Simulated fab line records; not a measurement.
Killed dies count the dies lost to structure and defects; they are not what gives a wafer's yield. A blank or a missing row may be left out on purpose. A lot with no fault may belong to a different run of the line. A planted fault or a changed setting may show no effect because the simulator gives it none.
A lot that was struck, set against a sound lot    flow sky130    14 steps out of a route of 708
Sound: wafers L496.2, L496.3, L496.6. Struck: wafers L510.3, L510.4, L510.6. The cause is given at the end.
At each step with rows: each side's tool, then ch and its chambers, then its first start. Under that, the readings that differ: sound wafers    struck wafers    difference of the means    sigmas: that difference in standard deviations of wafers without a fault.
alike: readings with means less than 2 such deviations apart, plus words and numbers identical on both sides. not compared: withheld readings, readings lacking a value on some wafer, bounds such as >300 that could conceal the same value, and numbers that have no deviation in the record and whose values overlap.
Wherever a step has rows on one side only, a row that says differs or no value, or a row with sigmas, the two part there. Numbers that have no deviation but don't overlap get no sigmas and don't part them. A reading missing from all wafers of one side parts the sides only when that side holds two or more wafers.

first, 2 steps without rows for these wafers: SKY_VT_ADJUST_LVTN_PEB_05; SKY_VT_ADJUST_LVTN_DEVELOP_06 (develop time 60 s).
SKY_VT_ADJUST_LVTN_OVL_MEAS_07:
  struck on overlay-01, day 10 21:52; sound on overlay-02, day 6 18:00
  alike: VT_ADJUST_LVTN_OVL
next, for these wafers, 1 step has no rows: SKY_VT_ADJUST_LVTN_IMPLANT_08.
SKY_VT_ADJUST_LVTN_STRIP_09: strips in O2/N2.
  sound on plasma asher-04 ch 0,1, day 6 18:11; struck on plasma asher-02 ch 0,1, day 10 22:04
reading                       sound              struck             difference  sigmas
strip time to endpoint s (s)  36.82 36.83 36.72  37.02 36.97 36.96  +0.19       +2
  alike: drypump motor current A, oes product au
  not compared: rf hours counter h
SKY_VT_ADJUST_LVTN_TW_MEAS_10:
  struck on film metro-03, day 10 22:10; sound on film metro-03, day 6 18:17
  alike: VT_ADJUST_LVTN_TW
then, 6 steps without rows for these wafers: SKY_VT_ADJUST_LVTN_DEHYDRATE_11 (time 60 s); SKY_VT_ADJUST_LVTN_HMDS_12 (prime time 60 s); SKY_VT_ADJUST_LVTN_COAT_13 (resist thk 1140 nm); SKY_VT_ADJUST_LVTN_SOFTBAKE_14 (time 60 s); SKY_VT_ADJUST_LVTN_EXPOSE_15 (exposes mask HVN STD DERIVED, target cd 600 nm); SKY_VT_ADJUST_LVTN_PEB_16.
SKY_VT_ADJUST_LVTN_DEVELOP_17: develop time 60 s.
  struck on litho track-01, day 11 23:15; sound on litho track-02 ch 0, day 7 13:31
  no value came back on the struck wafers for chill plate temp C (C), develop time s (s), exhaust pa (Pa); on the sound wafers chill plate temp C (C) reads 22.92 23.13 22.96
SKY_VT_ADJUST_LVTN_OVL_MEAS_18:
  struck on overlay-01, day 11 23:22; sound on overlay-01, day 7 13:39
reading                     sound          struck  difference                     sigmas
VT_ADJUST_LVTN_01_OVL (nm)  -0.5 0.5 -1.3  - - -   no value on the struck wafers  

== WHERE THEY PART ==
Earliest at SKY_VT_ADJUST_LVTN_STRIP_09; latest, in this record, at SKY_VT_ADJUST_LVTN_OVL_MEAS_18.

WHY: what the simulator had put in
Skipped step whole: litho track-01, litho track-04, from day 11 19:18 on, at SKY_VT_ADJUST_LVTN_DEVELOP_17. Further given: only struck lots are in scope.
